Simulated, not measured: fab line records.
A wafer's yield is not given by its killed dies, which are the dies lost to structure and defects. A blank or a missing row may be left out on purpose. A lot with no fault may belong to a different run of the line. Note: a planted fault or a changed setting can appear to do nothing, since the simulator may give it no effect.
The tool behind it: which one? || flow sky130 || 39 wafers from 13 lots sampled at 5 of the route's 708 steps

== WHAT THE GAUGES SHOWED, per wafer ==
SKY_VT_ADJUST_HVTP_TW_MEAS_11. Usual: for VT_ADJUST_HVTP_TW the level is 1357 and the standard deviation is 13.
{"lot": "L876", "measured": "day 6 08:00", "on": "film_metro-04", "VT_ADJUST_HVTP_TW": "1371 1362 1373", "flag": ""}
{"lot": "L877", "measured": "day 6 14:37", "on": "film_metro-04", "VT_ADJUST_HVTP_TW": "1368 1374 1372", "flag": ""}
{"lot": "L880", "measured": "day 7 05:32", "on": "film_metro-01", "VT_ADJUST_HVTP_TW": "1343 1334 1335", "flag": ""}
{"lot": "L881", "measured": "day 7 13:10", "on": "film_metro-01", "VT_ADJUST_HVTP_TW": "1344 1337 1344", "flag": ""}
{"lot": "L882", "measured": "day 7 16:37", "on": "film_metro-04", "VT_ADJUST_HVTP_TW": "1366 1365 1366", "flag": ""}
{"lot": "L883", "measured": "day 8 00:11", "on": "film_metro-04", "VT_ADJUST_HVTP_TW": "1371 1359 1363", "flag": ""}
{"lot": "L884", "measured": "day 8 04:31", "on": "film_metro-03", "VT_ADJUST_HVTP_TW": "1365 1359 1366", "flag": ""}
{"lot": "L885", "measured": "day 8 12:16", "on": "film_metro-01", "VT_ADJUST_HVTP_TW": "1352 1346 1340", "flag": ""}
{"lot": "L886", "measured": "day 8 20:05", "on": "film_metro-03", "VT_ADJUST_HVTP_TW": "1367 1363 1364", "flag": ""}
{"lot": "L891", "measured": "day 10 03:49", "on": "film_metro-04", "VT_ADJUST_HVTP_TW": "31 30 30", "flag": "OFF"}
{"lot": "L897", "measured": "day 11 15:58", "on": "film_metro-01", "VT_ADJUST_HVTP_TW": "1337 1330 1327", "flag": ""}
{"lot": "L898", "measured": "day 11 22:53", "on": "film_metro-04", "VT_ADJUST_HVTP_TW": "1370 1367 1371", "flag": ""}
{"lot": "L899", "measured": "day 12 06:04", "on": "film_metro-01", "VT_ADJUST_HVTP_TW": "1350 1344 1344", "flag": ""}

SKY_SPACER_THK_MEAS_01. Usual: for SPACER_CVD_00_THK the level is 43.0 nm and the standard deviation is 0.49.
{"lot": "L876", "measured": "day 23 07:07", "on": "film_metro-01", "SPACER_CVD_00_THK (nm)": "43.0 43.1 42.9", "flag": ""}
{"lot": "L877", "measured": "day 23 16:05", "on": "film_metro-04", "SPACER_CVD_00_THK (nm)": "43.7 43.3 43.7", "flag": ""}
{"lot": "L880", "measured": "day 24 13:11", "on": "film_metro-01", "SPACER_CVD_00_THK (nm)": "42.9 43.2 43.0", "flag": ""}
{"lot": "L881", "measured": "day 25 01:03", "on": "film_metro-04", "SPACER_CVD_00_THK (nm)": "42.4 42.5 42.5", "flag": ""}
{"lot": "L882", "measured": "day 25 02:51", "on": "film_metro-02", "SPACER_CVD_00_THK (nm)": "43.6 43.4 43.8", "flag": ""}
{"lot": "L883", "measured": "day 25 16:05", "on": "film_metro-04", "SPACER_CVD_00_THK (nm)": "42.9 43.0 43.1", "flag": ""}
{"lot": "L884", "measured": "day 25 18:39", "on": "film_metro-01", "SPACER_CVD_00_THK (nm)": "43.4 43.9 43.6", "flag": ""}
{"lot": "L885", "measured": "day 26 06:48", "on": "film_metro-04", "SPACER_CVD_00_THK (nm)": "43.0 43.5 43.1", "flag": ""}
{"lot": "L886", "measured": "day 26 23:43", "on": "film_metro-02", "SPACER_CVD_00_THK (nm)": "43.4 43.4 43.1", "flag": ""}
{"lot": "L891", "measured": "day 28 09:43", "on": "film_metro-04", "SPACER_CVD_00_THK (nm)": "42.8 43.2 42.9", "flag": ""}
{"lot": "L897", "measured": "day 30 01:25", "on": "film_metro-04", "SPACER_CVD_00_THK (nm)": "42.8 42.6 42.8", "flag": ""}
{"lot": "L898", "measured": "day 30 15:07", "on": "film_metro-02", "SPACER_CVD_00_THK (nm)": "42.2 42.6 42.1", "flag": ""}
{"lot": "L899", "measured": "day 30 22:06", "on": "film_metro-02", "SPACER_CVD_00_THK (nm)": "42.8 42.6 42.8", "flag": ""}

SKY_SD_P_TW_MEAS_11. Usual: for SD_P_TW the level is 2833 and the standard deviation is 22.
{"lot": "L876", "measured": "day 25 19:40", "on": "film_metro-04", "SD_P_TW": "2860 2868 2863", "flag": ""}
{"lot": "L877", "measured": "day 26 04:28", "on": "film_metro-03", "SD_P_TW": "2839 2830 2838", "flag": ""}
{"lot": "L880", "measured": "day 27 01:35", "on": "film_metro-04", "SD_P_TW": "2856 2833 2844", "flag": ""}
{"lot": "L881", "measured": "day 27 11:28", "on": "film_metro-03", "SD_P_TW": "2830 2830 2824", "flag": ""}
{"lot": "L882", "measured": "day 27 12:32", "on": "film_metro-03", "SD_P_TW": "2812 2814 2814", "flag": ""}
{"lot": "L883", "measured": "day 28 02:40", "on": "film_metro-04", "SD_P_TW": "2863 2842 2846", "flag": ""}
{"lot": "L884", "measured": "day 28 05:16", "on": "film_metro-01", "SD_P_TW": "2808 2803 2806", "flag": ""}
{"lot": "L885", "measured": "day 28 17:16", "on": "film_metro-01", "SD_P_TW": "2812 2811 2802", "flag": ""}
{"lot": "L886", "measured": "day 29 09:52", "on": "film_metro-03", "SD_P_TW": "2822 2817 2829", "flag": ""}
{"lot": "L891", "measured": "day 30 18:43", "on": "film_metro-04", "SD_P_TW": "2856 2859 2852", "flag": ""}
{"lot": "L897", "measured": "day 32 09:16", "on": "film_metro-04", "SD_P_TW": "2840 2856 2844", "flag": ""}
{"lot": "L898", "measured": "day 32 20:17", "on": "film_metro-04", "SD_P_TW": "2850 2843 2860", "flag": ""}
{"lot": "L899", "measured": "day 33 03:22", "on": "film_metro-01", "SD_P_TW": "2828 2809 2806", "flag": ""}

== WHAT TOOL EACH LOT RAN ON (gives the tool, then ch and the chambers of the sampled wafers, and finally the start) ==
{"lot": "L876", "SKY_NWELL_STRIP_25": "plasma_asher-03 ch 0,1, day 5 12:35", "SKY_VT_ADJUST_HVTP_STRIP_10": "plasma_asher-01 ch 0,1, day 6 07:54"}
{"lot": "L877", "SKY_NWELL_STRIP_25": "plasma_asher-04 ch 0,1, day 5 19:17", "SKY_VT_ADJUST_HVTP_STRIP_10": "plasma_asher-04 ch 0, day 6 14:31"}
{"lot": "L880", "SKY_NWELL_STRIP_25": "plasma_asher-03 ch 0,1, day 6 08:44", "SKY_VT_ADJUST_HVTP_STRIP_10": "plasma_asher-04 ch 0,1, day 7 05:26"}
{"lot": "L881", "SKY_NWELL_STRIP_25": "plasma_asher-04 ch 0,1, day 6 16:14", "SKY_VT_ADJUST_HVTP_STRIP_10": "plasma_asher-04 ch 1, day 7 13:04"}
{"lot": "L882", "SKY_NWELL_STRIP_25": "plasma_asher-01 ch 0,1, day 6 19:26", "SKY_VT_ADJUST_HVTP_STRIP_10": "plasma_asher-02 ch 0,1, day 7 16:31"}
{"lot": "L883", "SKY_NWELL_STRIP_25": "plasma_asher-01 ch 0,1, day 7 03:05", "SKY_VT_ADJUST_HVTP_STRIP_10": "plasma_asher-02 ch 0,1, day 8 00:04"}
{"lot": "L884", "SKY_NWELL_STRIP_25": "plasma_asher-01 ch 0,1, day 7 07:38", "SKY_VT_ADJUST_HVTP_STRIP_10": "plasma_asher-02 ch 0,1, day 8 04:25"}
{"lot": "L885", "SKY_NWELL_STRIP_25": "plasma_asher-04 ch 0,1, day 7 15:14", "SKY_VT_ADJUST_HVTP_STRIP_10": "plasma_asher-02 ch 0,1, day 8 12:10"}
{"lot": "L886", "SKY_NWELL_STRIP_25": "plasma_asher-04 ch 0,1, day 7 22:44", "SKY_VT_ADJUST_HVTP_STRIP_10": "plasma_asher-04 ch 0,1, day 8 19:58"}
{"lot": "L891", "SKY_NWELL_STRIP_25": "plasma_asher-03 ch 0,1, day 9 04:08", "SKY_VT_ADJUST_HVTP_STRIP_10": "plasma_asher-01 ch 0,1, day 10 03:43"}
{"lot": "L897", "SKY_NWELL_STRIP_25": "plasma_asher-01 ch 0,1, day 10 15:23", "SKY_VT_ADJUST_HVTP_STRIP_10": "plasma_asher-02 ch 0, day 11 15:52"}
{"lot": "L898", "SKY_NWELL_STRIP_25": "plasma_asher-01 ch 1, day 10 21:02", "SKY_VT_ADJUST_HVTP_STRIP_10": "plasma_asher-01 ch 0,1, day 11 22:46"}
{"lot": "L899", "SKY_NWELL_STRIP_25": "plasma_asher-01 ch 0,1, day 11 04:32", "SKY_VT_ADJUST_HVTP_STRIP_10": "plasma_asher-04 ch 0,1, day 12 05:58"}
- SKY_NWELL_STRIP_25: strips in O2/N2.
- SKY_VT_ADJUST_HVTP_STRIP_10: strips in O2/N2.

== AS READ BY THE TOOLS THEMSELVES (means over the sampled wafers that have a number; for cases with no such wafer, the mark the record gives instead) ==
SKY_NWELL_STRIP_25. Usual: drypump_motor_current_A 6.0 A, standard deviation 0.45; oes_product_au 0.723 a.u., standard deviation 0.0041; strip_time_to_endpoint_s 36.94 s, standard deviation 0.088.
{"lot": "L876", "tool": "plasma_asher-03", "drypump_motor_current_A (A)": 5.8, "oes_product_au (a.u.)": 0.722, "strip_time_to_endpoint_s (s)": 36.96, "flag": ""}
{"lot": "L877", "tool": "plasma_asher-04", "drypump_motor_current_A (A)": 5.5, "oes_product_au (a.u.)": 0.719, "strip_time_to_endpoint_s (s)": 36.92, "flag": ""}
{"lot": "L880", "tool": "plasma_asher-03", "drypump_motor_current_A (A)": 5.8, "oes_product_au (a.u.)": 0.719, "strip_time_to_endpoint_s (s)": 37.02, "flag": ""}
{"lot": "L881", "tool": "plasma_asher-04", "drypump_motor_current_A (A)": 5.8, "oes_product_au (a.u.)": 0.723, "strip_time_to_endpoint_s (s)": 36.98, "flag": ""}
{"lot": "L882", "tool": "plasma_asher-01", "drypump_motor_current_A (A)": 6.5, "oes_product_au (a.u.)": 0.722, "strip_time_to_endpoint_s (s)": 36.92, "flag": ""}
{"lot": "L883", "tool": "plasma_asher-01", "drypump_motor_current_A (A)": 6.5, "oes_product_au (a.u.)": 0.723, "strip_time_to_endpoint_s (s)": 36.99, "flag": ""}
{"lot": "L884", "tool": "plasma_asher-01", "drypump_motor_current_A (A)": 6.5, "oes_product_au (a.u.)": 0.724, "strip_time_to_endpoint_s (s)": 36.93, "flag": ""}
{"lot": "L885", "tool": "plasma_asher-04", "drypump_motor_current_A (A)": 5.5, "oes_product_au (a.u.)": 0.717, "strip_time_to_endpoint_s (s)": 36.92, "flag": ""}
{"lot": "L886", "tool": "plasma_asher-04", "drypump_motor_current_A (A)": 5.8, "oes_product_au (a.u.)": 0.725, "strip_time_to_endpoint_s (s)": 36.85, "flag": ""}
{"lot": "L891", "tool": "plasma_asher-03", "drypump_motor_current_A (A)": 5.8, "oes_product_au (a.u.)": 0.959, "strip_time_to_endpoint_s (s)": "-", "flag": "OFF"}
{"lot": "L897", "tool": "plasma_asher-01", "drypump_motor_current_A (A)": 6.5, "oes_product_au (a.u.)": 0.724, "strip_time_to_endpoint_s (s)": 37.02, "flag": ""}
{"lot": "L898", "tool": "plasma_asher-01", "drypump_motor_current_A (A)": 6.7, "oes_product_au (a.u.)": 0.721, "strip_time_to_endpoint_s (s)": 36.94, "flag": ""}
{"lot": "L899", "tool": "plasma_asher-01", "drypump_motor_current_A (A)": 6.3, "oes_product_au (a.u.)": 0.721, "strip_time_to_endpoint_s (s)": 36.92, "flag": ""}

SKY_VT_ADJUST_HVTP_STRIP_10. Usual: drypump_motor_current_A 5.9 A, standard deviation 0.4; oes_product_au 0.715 a.u., standard deviation 0.0045; strip_time_to_endpoint_s 14.19 s, standard deviation 0.049.
{"lot": "L876", "tool": "plasma_asher-01", "drypump_motor_current_A (A)": 6.3, "oes_product_au (a.u.)": 0.713, "strip_time_to_endpoint_s (s)": 14.25, "flag": ""}
{"lot": "L877", "tool": "plasma_asher-04", "drypump_motor_current_A (A)": 6.0, "oes_product_au (a.u.)": 0.718, "strip_time_to_endpoint_s (s)": 14.15, "flag": ""}
{"lot": "L880", "tool": "plasma_asher-04", "drypump_motor_current_A (A)": 5.8, "oes_product_au (a.u.)": 0.715, "strip_time_to_endpoint_s (s)": 14.18, "flag": ""}
{"lot": "L881", "tool": "plasma_asher-04", "drypump_motor_current_A (A)": 5.3, "oes_product_au (a.u.)": 0.715, "strip_time_to_endpoint_s (s)": 14.20, "flag": ""}
{"lot": "L882", "tool": "plasma_asher-02", "drypump_motor_current_A (A)": 5.9, "oes_product_au (a.u.)": 0.712, "strip_time_to_endpoint_s (s)": 14.17, "flag": ""}
{"lot": "L883", "tool": "plasma_asher-02", "drypump_motor_current_A (A)": 6.0, "oes_product_au (a.u.)": 0.714, "strip_time_to_endpoint_s (s)": 14.17, "flag": ""}
{"lot": "L884", "tool": "plasma_asher-02", "drypump_motor_current_A (A)": 6.0, "oes_product_au (a.u.)": 0.716, "strip_time_to_endpoint_s (s)": 14.17, "flag": ""}
{"lot": "L885", "tool": "plasma_asher-02", "drypump_motor_current_A (A)": 5.9, "oes_product_au (a.u.)": 0.714, "strip_time_to_endpoint_s (s)": 14.25, "flag": ""}
{"lot": "L886", "tool": "plasma_asher-04", "drypump_motor_current_A (A)": 5.5, "oes_product_au (a.u.)": 0.712, "strip_time_to_endpoint_s (s)": 14.16, "flag": ""}
{"lot": "L891", "tool": "plasma_asher-01", "drypump_motor_current_A (A)": 6.4, "oes_product_au (a.u.)": 0.720, "strip_time_to_endpoint_s (s)": 25.99, "flag": "OFF"}
{"lot": "L897", "tool": "plasma_asher-02", "drypump_motor_current_A (A)": 5.8, "oes_product_au (a.u.)": 0.718, "strip_time_to_endpoint_s (s)": 14.13, "flag": ""}
{"lot": "L898", "tool": "plasma_asher-01", "drypump_motor_current_A (A)": 6.5, "oes_product_au (a.u.)": 0.717, "strip_time_to_endpoint_s (s)": 14.17, "flag": ""}
{"lot": "L899", "tool": "plasma_asher-04", "drypump_motor_current_A (A)": 5.8, "oes_product_au (a.u.)": 0.718, "strip_time_to_endpoint_s (s)": 14.24, "flag": ""}

== THE ANSWER, worked out from the rows above alone ==
Rule: a lot is off if the mean of its wafers that have a number lies more than 3 standard deviations from the usual mean. A lot without any number at a reading at which 4 lots or more have one is off too. Any other lot the step has rows for is counted as sound. Order of review: gauges by route order, followed by the tools' own readings, for which a lot's mean as printed above is used. The first step at which some lot is off is used, and at that step the reading that is off furthest; a lot without a number counts as furthest.
Off: at SKY_VT_ADJUST_HVTP_TW_MEAS_11 (VT_ADJUST_HVTP_TW), L891.
A tool fits if, at a process step before that reading, it ran every lot that is off, and no sound lot after the first of them. Not tried: the gauges at SKY_VT_ADJUST_HVTP_TW_MEAS_11; whatever is off there is also off at SKY_NWELL_STRIP_25, on other tools, and gauge error can't account for it. One candidate fits, namely plasma_asher-03 at SKY_NWELL_STRIP_25. A fault onset in the window from L880 (day 6 08:44, its last sound lot) to L891 (day 9 04:08, its first lot off) fits.
The tool's own readings at SKY_NWELL_STRIP_25 bear it out: on the lots that are off they differ by more than 5 times the standard deviation of the sound lots' means. oes_product_au reads 0.959 a.u. there against 0.722 a.u. on the sound lots.
Blank at SKY_NWELL_STRIP_25 on the lots that are off, where sound lots have numbers: strip_time_to_endpoint_s.

== WHAT THE SIMULATOR PUT IN ==
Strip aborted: plasma_asher-03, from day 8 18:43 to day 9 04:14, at SKY_NWELL_STRIP_25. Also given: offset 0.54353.
Shown lots that were struck: L891. The rule given above showed the same thing.
